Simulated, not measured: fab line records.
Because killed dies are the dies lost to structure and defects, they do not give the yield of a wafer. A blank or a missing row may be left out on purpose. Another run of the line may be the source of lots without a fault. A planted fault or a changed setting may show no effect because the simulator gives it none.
fab line records -- flow gf180mcu -- part 1 of 2: steps 1 to 42 of 43
record: lots: 6, wafers: 18, last_day: 34
route steps=602 shown V3@433 M4@456 PASSIVATION@602
lots that met no fault: from a run of the same line without faults
start_h: hours from the record's opening day to when the first of the lot's shown wafers began -- wait_h: hours since the lot's step before -- " repeats the value in the row above -- L1.1+2: several wafers, shown together as one row -- - no value, or no start was given -- * or withheld: withheld -- < > ~ a bound
route shown NAME@n: names a module that has steps shown in the file, with the first one's number in the route -- usual: average and standard deviation across the fault-free wafers -- same: alike in all rows -- chamber/n: place in a boat -- sites: per-site readings -- _std_site: the values' standard deviation -- _edge_site: outer sites' mean less inner sites' -- radius_mm: for every site, how far away it sits from the centre of the wafer -- mask NAME#n: copy n -- behind: the most recent tool/chamber to have shaped the wafer -- hold: reason for holding the lot/hours on hold/outcome of the hold -- device: the n, p or np transistor that did not switch -- end of line: tests run on the same wafers once the route is complete -- where a step has no rows: the recipe by itself -- killed: count of dies lost to structure and defects at first sort (not the wafer's yield) -- map: a wafer's dies, marking killed ones x, the rest . and places with no die _
set.NAME: the setting the step ran with; set.NAME@STEP: the setting that earlier step ran with -- model.NAME: the simulator's own value behind a step, which no gauge read
lots seen at some steps along the route; tables by step, rows by wafer
services: the hour from which a tool's chamber was out of use, counted from the record's first day as start_h (under 0 if before that day), plus the number of hours and why
== steps ==
step: GF_V3_CMP_04
recipe: material: SiO2, down_force_psi: 4, platen_rpm: 60, pad_velocity_m_s: 0.94248
step: GF_V3_BOW_MEAS_05
recipe: mode: bow
usual: V3_BOW: 117/7.8
lot.wafer,tool,chamber,start_h,wait_h,V3_BOW[um]
L303.1,film_metro-01,-,522.00,0.2,117
L303.2,film_metro-01,-,522.00,0.2,109
L303.4,film_metro-01,-,522.00,0.2,103
L304.2,film_metro-03,-,526.37,0.1,126
L304.3,film_metro-03,-,526.37,0.1,130
L304.4,film_metro-03,-,526.37,0.1,131
L305.2,film_metro-03,-,533.11,0.3,121
L305.3,film_metro-03,-,533.11,0.3,112
L305.4,film_metro-03,-,533.11,0.3,112
L311.3,film_metro-03,-,586.91,0.2,117
L311.5,film_metro-03,-,586.91,0.2,108
L311.6,film_metro-03,-,586.91,0.2,111
L320.3,film_metro-01,-,651.04,0.2,114
L320.4,film_metro-01,-,651.04,0.2,115
L320.6,film_metro-01,-,651.04,0.2,114
L321.3,film_metro-01,-,661.46,0.2,116
L321.5,film_metro-01,-,661.46,0.2,120
L321.6,film_metro-01,-,661.46,0.2,121
step: GF_V3_DEHYDRATE_06
recipe: temp_c: 200, time_s: 60
step: GF_V3_HMDS_07
recipe: prime_time_s: 60, prime_temp_c: 120
step: GF_V3_COAT_08
recipe: resist: BARC, temp_c: withheld, time_s: withheld, spin_rpm: withheld, resist_thk_nm: withheld
step: GF_V3_COAT_09
recipe: resist: KrF, spin_rpm: withheld, resist_thk_nm: 1000
step: GF_V3_SOFTBAKE_10
recipe: temp_c: 130, time_s: 60, resist: KrF
step: GF_V3_EXPOSE_11
recipe: mask_id: Via3, target_cd_nm: 260, na: 0.68, source_shape: conventional, sigma_outer: 0.6, dose_mj: 38
step: GF_V3_PEB_12
recipe: peb_temp_c: 135, peb_time_s: 90, resist: KrF
step: GF_V3_DEVELOP_13
recipe: develop_time_s: 60, resist: KrF, dev_temp_c: 21
step: GF_V3_CD_MEAS_14
recipe: target_cd_nm: 260
usual: cd_nm: 260.3/1.1
lot.wafer,tool,chamber,start_h,wait_h,cd_nm
L303.1,cd_sem-01,-,545.02,0.1,259.6
L303.2,cd_sem-01,-,545.02,0.1,259.6
L303.4,cd_sem-01,-,545.02,0.1,259.9
L304.2,cd_sem-01,-,549.25,0.1,260.8
L304.3,cd_sem-01,-,549.25,0.1,259.2
L304.4,cd_sem-01,-,549.25,0.1,260.9
L305.2,cd_sem-02,-,556.10,0.1,258.9
L305.3,cd_sem-02,-,556.10,0.1,257.4
L305.4,cd_sem-02,-,556.10,0.1,257.4
L311.3,cd_sem-02,-,607.12,0.1,259.2
L311.5,cd_sem-02,-,607.12,0.1,261.1
L311.6,cd_sem-02,-,607.12,0.1,261.4
L320.3,cd_sem-01,-,668.81,0.1,260.7
L320.4,cd_sem-01,-,668.81,0.1,260.5
L320.6,cd_sem-01,-,668.81,0.1,260.2
L321.3,cd_sem-01,-,678.12,0.1,261.1
L321.5,cd_sem-01,-,678.12,0.1,261.5
L321.6,cd_sem-01,-,678.12,0.1,261.4
step: GF_V3_OVL_MEAS_15
usual: V3_OVL: 4/4.5
lot.wafer,tool,chamber,start_h,wait_h,V3_OVL[nm]
L303.1,overlay-01,-,545.14,0.1,8
L303.2,overlay-01,-,545.14,0.1,1
L303.4,overlay-01,-,545.14,0.1,6
L304.2,overlay-02,-,549.36,0.1,9
L304.3,overlay-02,-,549.36,0.1,6
L304.4,overlay-02,-,549.36,0.1,4
L305.2,overlay-02,-,556.21,0.1,-4
L305.3,overlay-02,-,556.21,0.1,1
L305.4,overlay-02,-,556.21,0.1,0
L311.3,overlay-01,-,607.21,0.1,3
L311.5,overlay-01,-,607.21,0.1,1
L311.6,overlay-01,-,607.21,0.1,6
L320.3,overlay-02,-,668.90,0.1,5
L320.4,overlay-02,-,668.90,0.1,3
L320.6,overlay-02,-,668.90,0.1,8
L321.3,overlay-01,-,678.21,0.1,1
L321.5,overlay-01,-,678.21,0.1,-1
L321.6,overlay-01,-,678.21,0.1,-4
step: GF_V3_ETCH_16
recipe: chemistry: N2/H2, target_depth_a: withheld, overetch_a: withheld, time_s: withheld, target: BARC, ion_energy_ev: 200, source_w: 500, bias_w: 100, pressure_mtorr: 30, n2_flow_sccm: 100, h2_flow_sccm: 200
usual: bias_w: 100.03/0.3, drypump_motor_current_A: 5.8/0.36, n2_flow_sccm: 100.04/0.29, oes_product_au: 0.855/0.0048, throttle_valve_pct: 13.224/0.0099
lot.wafer,tool,chamber,start_h,wait_h,bias_w,drypump_motor_current_A,n2_flow_sccm,oes_product_au,throttle_valve_pct
L303.1,rie_diel-01,2,545.18,0.0,99.79,5.2,100.19,0.854,13.222
L303.2,rie_diel-01,1,545.18,0.0,99.95,5.6,100.00,0.843,13.206
L303.4,rie_diel-01,0,545.18,0.0,100.19,5.5,100.34,0.851,13.215
L304.2,rie_diel-01,3,549.39,0.0,100.00,5.9,100.02,0.861,13.216
L304.3,rie_diel-01,0,549.39,0.0,100.03,5.5,99.97,0.854,13.234
L304.4,rie_diel-01,2,549.39,0.0,99.70,5.1,99.85,0.859,13.241
L305.2,rie_diel-03,0,556.24,0.0,99.93,5.6,100.14,0.855,13.224
L305.3,rie_diel-03,3,556.24,0.0,100.17,6.1,100.34,0.854,13.237
L305.4,rie_diel-03,2,556.24,0.0,100.71,5.9,100.18,0.852,13.220
L311.3,rie_diel-04,1,607.24,0.0,99.88,5.8,100.29,0.848,13.238
L311.5,rie_diel-04,1,607.24,0.0,100.02,5.8,99.58,0.847,13.233
L311.6,rie_diel-04,0,607.24,0.0,100.49,5.9,100.69,0.851,13.222
L320.3,rie_diel-04,0,668.93,0.0,100.21,6.0,100.14,0.859,13.226
L320.4,rie_diel-04,0,668.93,0.0,100.20,5.9,99.67,0.862,13.200
L320.6,rie_diel-04,1,668.93,0.0,99.61,5.8,100.22,0.860,13.210
L321.3,rie_diel-04,3,678.24,0.0,99.38,6.5,99.73,0.849,13.223
L321.5,rie_diel-04,1,678.24,0.0,100.14,5.8,100.12,0.857,13.215
L321.6,rie_diel-04,2,678.24,0.0,99.67,6.3,99.79,0.858,13.232
step: GF_V3_ETCH_17
recipe: chemistry: C4F8/O2/Ar, mask_material: KrF, target: SiO2, stop_on: TiN, source_w: 1500, bias_w: 1200, pressure_mtorr: 40, c4f8_flow_sccm: withheld, O2_flow_sccm: 6, Ar_flow_sccm: 300, time_s: withheld, target_depth_a: 6350
usual: bias_w: 1200/3.7, oes_product_au: 0.856/0.0045
lot.wafer,tool,chamber,start_h,wait_h,bias_w,oes_product_au
L303.1,rie_diel-01,2,-,-,1199,0.856
L303.2,rie_diel-01,1,-,-,1201,0.854
L303.4,rie_diel-01,0,-,-,1200,0.861
L304.2,rie_diel-01,3,-,-,1210,0.853
L304.3,rie_diel-01,0,-,-,1200,0.849
L304.4,rie_diel-01,2,-,-,1195,0.854
L305.2,rie_diel-03,0,-,-,1202,0.857
L305.3,rie_diel-03,3,-,-,1199,0.858
L305.4,rie_diel-03,2,-,-,1200,0.863
L311.3,rie_diel-04,1,-,-,1200,0.852
L311.5,rie_diel-04,1,-,-,1202,0.857
L311.6,rie_diel-04,0,-,-,1201,0.850
L320.3,rie_diel-04,0,-,-,1208,0.861
L320.4,rie_diel-04,0,-,-,1202,0.858
L320.6,rie_diel-04,1,-,-,1203,0.850
L321.3,rie_diel-04,3,-,-,1209,0.860
L321.5,rie_diel-04,1,-,-,1193,0.863
L321.6,rie_diel-04,2,-,-,1200,0.855
step: GF_V3_STRIP_18
recipe: chemistry: O2/N2, power_w: 1400, pressure_mtorr: 1500, platen_temp_c: 250, o2_flow_sccm: 3000, n2_flow_sccm: 300, overash_fraction: 0.5
step: GF_V3_STRIP_19
recipe: chemistry: post_etch_residue_remover, time_s: 1200, temp_c: 72.5
step: GF_V3_CLEAN_20
recipe: chemistry: DIW, dry: n2_spin
step: GF_V3_SPUTTER_21
recipe: material: Ti, target_thk_nm: 15, chamber_pressure_pa: 5, power_w: 2500, substrate_temp_c: 200, time_s: 80.02
usual: substrate_temp_c: 199.99/0.15, throttle_valve_pct: 29.9/1.2
lot.wafer,tool,chamber,start_h,wait_h,substrate_temp_c,throttle_valve_pct
L303.1,pvd_sputter-02,-,545.84,0.0,199.93,29.0
L303.2,pvd_sputter-02,-,545.84,0.0,199.80,30.6
L303.4,pvd_sputter-02,-,545.84,0.0,199.87,29.2
L304.2,pvd_sputter-02,-,550.05,0.0,200.46,30.8
L304.3,pvd_sputter-02,-,550.05,0.0,199.81,29.3
L304.4,pvd_sputter-02,-,550.05,0.0,199.88,29.6
L305.2,pvd_sputter-04,-,556.90,0.0,199.97,31.1
L305.3,pvd_sputter-04,-,556.90,0.0,199.79,29.9
L305.4,pvd_sputter-04,-,556.90,0.0,200.03,29.9
L311.3,pvd_sputter-02,-,607.91,0.0,199.97,29.0
L311.5,pvd_sputter-02,-,607.91,0.0,199.99,29.1
L311.6,pvd_sputter-02,-,607.91,0.0,199.93,30.4
L320.3,pvd_sputter-03,-,669.59,0.0,199.97,29.6
L320.4,pvd_sputter-03,-,669.59,0.0,199.93,31.4
L320.6,pvd_sputter-03,-,669.59,0.0,200.15,27.6
L321.3,pvd_sputter-03,-,678.99,0.0,199.88,29.6
L321.5,pvd_sputter-03,-,678.99,0.0,199.83,31.4
L321.6,pvd_sputter-03,-,678.99,0.0,200.13,27.7
step: GF_V3_SPUTTER_22
recipe: material: TiN, target_thk_nm: 10, chamber_pressure_pa: 5, power_w: 4000, time_s: 40
step: GF_V3_CVD_23
recipe: material: W, target_thk_nm: 350, time_s: 104.9, temp_c: 400, pressure_torr: 40
step: GF_V3_RS_MEAS_24
recipe: thk_meas_gauge: four-point-probe, reads: W_of_V3_CVD_23+TiN_of_V3_SPUTTER_22+Ti_of_V3_SPUTTER_21
usual: V3_W_RS: 0.327/0.0034
lot.wafer,tool,chamber,start_h,wait_h,V3_W_RS[ohm/sq]
L303.1,film_metro-03,-,546.05,0.1,0.332
L303.2,film_metro-03,-,546.05,0.1,0.329
L303.4,film_metro-03,-,546.05,0.1,0.330
L304.2,film_metro-02,-,550.28,0.1,0.324
L304.3,film_metro-02,-,550.28,0.1,0.325
L304.4,film_metro-02,-,550.28,0.1,0.325
L305.2,film_metro-01,-,557.13,0.1,0.328
L305.3,film_metro-01,-,557.13,0.1,0.325
L305.4,film_metro-01,-,557.13,0.1,0.338
L311.3,film_metro-01,-,608.16,0.1,0.327
L311.5,film_metro-01,-,608.16,0.1,0.329
L311.6,film_metro-01,-,608.16,0.1,0.324
L320.3,film_metro-02,-,669.84,0.1,0.323
L320.4,film_metro-02,-,669.84,0.1,0.324
L320.6,film_metro-02,-,669.84,0.1,0.329
L321.3,film_metro-02,-,679.24,0.1,0.327
L321.5,film_metro-02,-,679.24,0.1,0.326
L321.6,film_metro-02,-,679.24,0.1,0.327
step: GF_V3_THK_MEAS_25
recipe: thk_meas_gauge: xrf, reads: W_of_V3_CVD_23
usual: V3_W_THK: 368/6.5
lot.wafer,tool,chamber,start_h,wait_h,V3_W_THK[nm]
L303.1,film_metro-03,-,546.17,0.1,359
L303.2,film_metro-03,-,546.17,0.1,363
L303.4,film_metro-03,-,546.17,0.1,361
L304.2,film_metro-02,-,550.39,0.1,380
L304.3,film_metro-02,-,550.39,0.1,382
L304.4,film_metro-02,-,550.39,0.1,380
L305.2,film_metro-01,-,557.24,0.1,361
L305.3,film_metro-01,-,557.24,0.1,369
L305.4,film_metro-01,-,557.24,0.1,354
L311.3,film_metro-01,-,608.26,0.1,365
L311.5,film_metro-01,-,608.26,0.1,362
L311.6,film_metro-01,-,608.26,0.1,367
L320.3,film_metro-02,-,669.94,0.1,379
L320.4,film_metro-02,-,669.94,0.1,375
L320.6,film_metro-02,-,669.94,0.1,370
L321.3,film_metro-02,-,679.34,0.1,369
L321.5,film_metro-02,-,679.34,0.1,373
L321.6,film_metro-02,-,679.34,0.1,374
step: GF_V3_CMP_26
recipe: stop_on: SiO2, down_force_psi: 3.5, platen_rpm: 60, t_overpolish_s: 15, target_thk_nm: 0, pad_velocity_m_s: 0.94248
step: GF_M4_SPUTTER_00
recipe: material: Ti, target_thk_nm: 37.5, arriving_ion_energy_ev: 80, substrate_temp_c: 200, chamber_pressure_pa: 2, power_w: 4000, time_s: 150
step: GF_M4_SPUTTER_01
recipe: material: TiN, target_thk_nm: 30, power_w: 6500, time_s: 25, chamber_pressure_pa: 0.4
usual: throttle_valve_pct: 30.1/0.84
lot.wafer,tool,chamber,start_h,wait_h,throttle_valve_pct
L303.1,pvd_sputter-04,-,546.63,0.1,31.1
L303.2,pvd_sputter-04,-,546.63,0.1,30.4
L303.4,pvd_sputter-04,-,546.63,0.1,30.0
L304.2,pvd_sputter-04,-,550.84,0.1,29.9
L304.3,pvd_sputter-04,-,550.84,0.1,30.2
L304.4,pvd_sputter-04,-,550.84,0.1,30.6
L305.2,pvd_sputter-02,-,557.69,0.1,29.0
L305.3,pvd_sputter-02,-,557.69,0.1,29.0
L305.4,pvd_sputter-02,-,557.69,0.1,29.4
L311.3,pvd_sputter-02,-,608.70,0.1,30.4
L311.5,pvd_sputter-02,-,608.70,0.1,28.8
L311.6,pvd_sputter-02,-,608.70,0.1,29.9
L320.3,pvd_sputter-01,-,673.40,0.1,31.6
L320.4,pvd_sputter-01,-,673.40,0.1,29.1
L320.6,pvd_sputter-01,-,673.40,0.1,29.8
L321.3,pvd_sputter-04,-,679.78,0.1,30.7
L321.5,pvd_sputter-04,-,679.78,0.1,31.0
L321.6,pvd_sputter-04,-,679.78,0.1,30.2
step: GF_M4_SPUTTER_02
recipe: material: AlCu, target_thk_nm: 450, power_w: 10600, time_s: 23.9, chamber_pressure_pa: 0.4
step: GF_M4_SPUTTER_03
recipe: material: Ti, target_thk_nm: 10, substrate_temp_c: 300, chamber_pressure_pa: 0.3, power_w: 3000, time_s: 6.7
step: GF_M4_SPUTTER_04
recipe: material: TiN, target_thk_nm: 50, power_w: 6500, time_s: 41.7, chamber_pressure_pa: 0.4
usual: throttle_valve_pct: 30.1/0.84
lot.wafer,tool,chamber,start_h,wait_h,throttle_valve_pct
L303.1,pvd_sputter-04,-,546.71,0.0,31.5
L303.2,pvd_sputter-04,-,546.71,0.0,29.9
L303.4,pvd_sputter-04,-,546.71,0.0,29.8
L304.2,pvd_sputter-04,-,550.92,0.0,30.4
L304.3,pvd_sputter-04,-,550.92,0.0,30.0
L304.4,pvd_sputter-04,-,550.92,0.0,30.9
L305.2,pvd_sputter-02,-,557.77,0.0,29.4
L305.3,pvd_sputter-02,-,557.77,0.0,28.9
L305.4,pvd_sputter-02,-,557.77,0.0,29.5
L311.3,pvd_sputter-02,-,608.78,0.0,30.4
L311.5,pvd_sputter-02,-,608.78,0.0,28.8
L311.6,pvd_sputter-02,-,608.78,0.0,29.3
L320.3,pvd_sputter-01,-,673.48,0.0,32.0
L320.4,pvd_sputter-01,-,673.48,0.0,29.5
L320.6,pvd_sputter-01,-,673.48,0.0,29.9
L321.3,pvd_sputter-04,-,679.87,0.0,30.7
L321.5,pvd_sputter-04,-,679.87,0.0,31.0
L321.6,pvd_sputter-04,-,679.87,0.0,30.0
step: GF_M4_RS_MEAS_05
recipe: thk_meas_gauge: four-point-probe, reads: TiN_of_M4_SPUTTER_04+Ti_of_M4_SPUTTER_03+AlCu_of_M4_SPUTTER_02+TiN_of_M4_SPUTTER_01+Ti_of_M4_SPUTTER_00
usual: M4_ALCU_RS: 0.0692/0.00071
lot.wafer,tool,chamber,start_h,wait_h,M4_ALCU_RS[ohm/sq]
L303.1,film_metro-03,-,546.75,0.0,0.0694
L303.2,film_metro-03,-,546.75,0.0,0.0694
L303.4,film_metro-03,-,546.75,0.0,0.0694
L304.2,film_metro-04,-,550.98,0.0,0.0697
L304.3,film_metro-04,-,550.98,0.0,0.0691
L304.4,film_metro-04,-,550.98,0.0,0.0703
L305.2,film_metro-03,-,557.83,0.0,0.0688
L305.3,film_metro-03,-,557.83,0.0,0.0693
L305.4,film_metro-03,-,557.83,0.0,0.0693
L311.3,film_metro-04,-,608.86,0.1,0.0699
L311.5,film_metro-04,-,608.86,0.1,0.0695
L311.6,film_metro-04,-,608.86,0.1,0.0699
L320.3,film_metro-04,-,673.56,0.1,0.0696
L320.4,film_metro-04,-,673.56,0.1,0.0685
L320.6,film_metro-04,-,673.56,0.1,0.0689
L321.3,film_metro-04,-,679.94,0.1,0.0687
L321.5,film_metro-04,-,679.94,0.1,0.0684
L321.6,film_metro-04,-,679.94,0.1,0.0688
step: GF_M4_THK_MEAS_06
recipe: thk_meas_gauge: xrf, reads: AlCu_of_M4_SPUTTER_02
usual: M4_ALCU_THK: 448/5.1
lot.wafer,tool,chamber,start_h,wait_h,M4_ALCU_THK[nm]
L303.1,film_metro-03,-,546.87,0.1,446
L303.2,film_metro-03,-,546.87,0.1,451
L303.4,film_metro-03,-,546.87,0.1,449
L304.2,film_metro-04,-,551.09,0.1,447
L304.3,film_metro-04,-,551.09,0.1,448
L304.4,film_metro-04,-,551.09,0.1,445
L305.2,film_metro-03,-,557.94,0.1,449
L305.3,film_metro-03,-,557.94,0.1,447
L305.4,film_metro-03,-,557.94,0.1,446
L311.3,film_metro-04,-,608.96,0.1,444
L311.5,film_metro-04,-,608.96,0.1,450
L311.6,film_metro-04,-,608.96,0.1,445
L320.3,film_metro-04,-,673.66,0.1,446
L320.4,film_metro-04,-,673.66,0.1,453
L320.6,film_metro-04,-,673.66,0.1,451
L321.3,film_metro-04,-,680.04,0.1,453
L321.5,film_metro-04,-,680.04,0.1,454
L321.6,film_metro-04,-,680.04,0.1,451
step: GF_M4_DEHYDRATE_07
recipe: temp_c: 200, time_s: 60
step: GF_M4_HMDS_08
recipe: prime_time_s: 60, prime_temp_c: 120
step: GF_M4_COAT_09
recipe: resist: KrF, spin_rpm: withheld, resist_thk_nm: 1000
step: GF_M4_SOFTBAKE_10
recipe: temp_c: 130, time_s: 60, resist: KrF
step: GF_M4_EXPOSE_11
recipe: mask_id: Metal4, target_cd_nm: 280, na: 0.68, source_shape: conventional, sigma_outer: 0.6, dose_mj: 28
step: GF_M4_PEB_12
recipe: peb_temp_c: 135, peb_time_s: 90, resist: KrF
step: GF_M4_DEVELOP_13
recipe: develop_time_s: 60, dev_temp_c: 21
step: GF_M4_CD_MEAS_14
recipe: target_cd_nm: 280
usual: cd_nm: 279.8/0.91
lot.wafer,tool,chamber,start_h,wait_h,cd_nm
L303.1,cd_sem-01,-,568.61,0.1,278.9
L303.2,cd_sem-01,-,568.61,0.1,277.8
L303.4,cd_sem-01,-,568.61,0.1,278.0
L304.2,cd_sem-01,-,572.23,0.1,280.4
L304.3,cd_sem-01,-,572.23,0.1,280.8
L304.4,cd_sem-01,-,572.23,0.1,279.9
L305.2,cd_sem-02,-,579.44,0.1,280.0
L305.3,cd_sem-02,-,579.44,0.1,280.1
L305.4,cd_sem-02,-,579.44,0.1,278.9
L311.3,cd_sem-02,-,629.22,0.2,281.1
L311.5,cd_sem-02,-,629.22,0.2,282.0
L311.6,cd_sem-02,-,629.22,0.2,280.5
L320.3,cd_sem-02,-,691.62,0.1,279.5
L320.4,cd_sem-02,-,691.62,0.1,280.2
L320.6,cd_sem-02,-,691.62,0.1,280.3
L321.3,cd_sem-01,-,698.51,0.1,279.8
L321.5,cd_sem-01,-,698.51,0.1,279.5
L321.6,cd_sem-01,-,698.51,0.1,279.1
step: GF_M4_OVL_MEAS_15
usual: M4_OVL: 1/4.8
lot.wafer,tool,chamber,start_h,wait_h,M4_OVL[nm]
L303.1,overlay-01,-,568.73,0.1,10
L303.2,overlay-01,-,568.73,0.1,11
L303.4,overlay-01,-,568.73,0.1,1
L304.2,overlay-02,-,572.34,0.1,-1
L304.3,overlay-02,-,572.34,0.1,10
L304.4,overlay-02,-,572.34,0.1,4
L305.2,overlay-01,-,579.55,0.1,4
L305.3,overlay-01,-,579.55,0.1,0
L305.4,overlay-01,-,579.55,0.1,3
L311.3,overlay-01,-,629.32,0.1,-7
L311.5,overlay-01,-,629.32,0.1,-2
L311.6,overlay-01,-,629.32,0.1,-6
L320.3,overlay-02,-,691.71,0.1,10
L320.4,overlay-02,-,691.71,0.1,7
L320.6,overlay-02,-,691.71,0.1,9
L321.3,overlay-02,-,698.60,0.1,7
L321.5,overlay-02,-,698.60,0.1,7
L321.6,overlay-02,-,698.60,0.1,1
step: GF_M4_METAL_ETCH_16
recipe: chemistry: Cl2/BCl3, mask_material: KrF, target_depth_nm: 750.8, stop_on: SiO2, pressure_mtorr: 8, icp_w: 800, bias_w: 140, Cl2_flow_sccm: 80, bcl3_flow_sccm: 40, time_s: 125.1
step: GF_M4_STRIP_17
recipe: chemistry: O2/N2, power_w: 1400, pressure_mtorr: 1500, platen_temp_c: 250, o2_flow_sccm: 3000, n2_flow_sccm: 300, overash_fraction: 0.5
usual: drypump_motor_current_A: 5.7/0.33, heater_power_w: 335/28, n2_flow_sccm: 300.0/0.87, oes_product_au: 0.538/0.005, strip_time_to_endpoint_s: 7.38/0.045
lot.wafer,tool,chamber,start_h,wait_h,drypump_motor_current_A,heater_power_w,n2_flow_sccm,oes_product_au,rf_hours_counter_h,strip_time_to_endpoint_s
L303.1,plasma_asher-02,0,568.90,0.1,5.5,336,298.6,0.537,98,7.36
L303.2,plasma_asher-02,1,568.90,0.1,5.8,360,299.4,0.532,98,7.39
L303.4,plasma_asher-02,1,568.90,0.1,5.8,359,300.0,0.541,-,7.41
L304.2,plasma_asher-02,0,572.50,0.1,5.5,335,300.2,0.540,98,7.39
L304.3,plasma_asher-02,1,572.50,0.1,5.8,351,298.3,0.524,-,7.38
L304.4,plasma_asher-02,0,572.50,0.1,5.5,338,300.6,0.539,-,7.38
L305.2,plasma_asher-01,0,579.71,0.1,6.1,303,299.0,0.531,16,7.42
L305.3,plasma_asher-01,0,579.71,0.1,6.1,302,299.4,0.540,-,7.41
L305.4,plasma_asher-01,1,579.71,0.1,4.9,289,302.0,0.536,-,7.46
L311.3,plasma_asher-03,0,629.55,0.1,5.7,343,300.0,0.537,-,7.32
L311.5,plasma_asher-03,0,629.55,0.1,5.7,336,300.3,0.534,-,7.37
L311.6,plasma_asher-03,1,629.55,0.1,5.7,372,299.4,0.537,-,7.34
L320.3,plasma_asher-01,1,691.90,0.1,4.9,281,299.6,0.543,-,7.38
L320.4,plasma_asher-01,0,691.90,0.1,6.2,308,299.4,0.536,-,7.33
L320.6,plasma_asher-01,0,691.90,0.1,6.1,305,299.7,0.533,-,7.37
L321.3,plasma_asher-02,0,698.92,0.2,5.5,341,299.6,0.533,-,7.39
L321.5,plasma_asher-02,0,698.92,0.2,5.5,335,299.2,0.538,-,7.32
L321.6,plasma_asher-02,1,698.92,0.2,5.8,356,300.8,0.540,-,7.35
step: GF_M4_STRIP_18
recipe: chemistry: post_etch_residue_remover, time_s: 1200, temp_c: 72.5
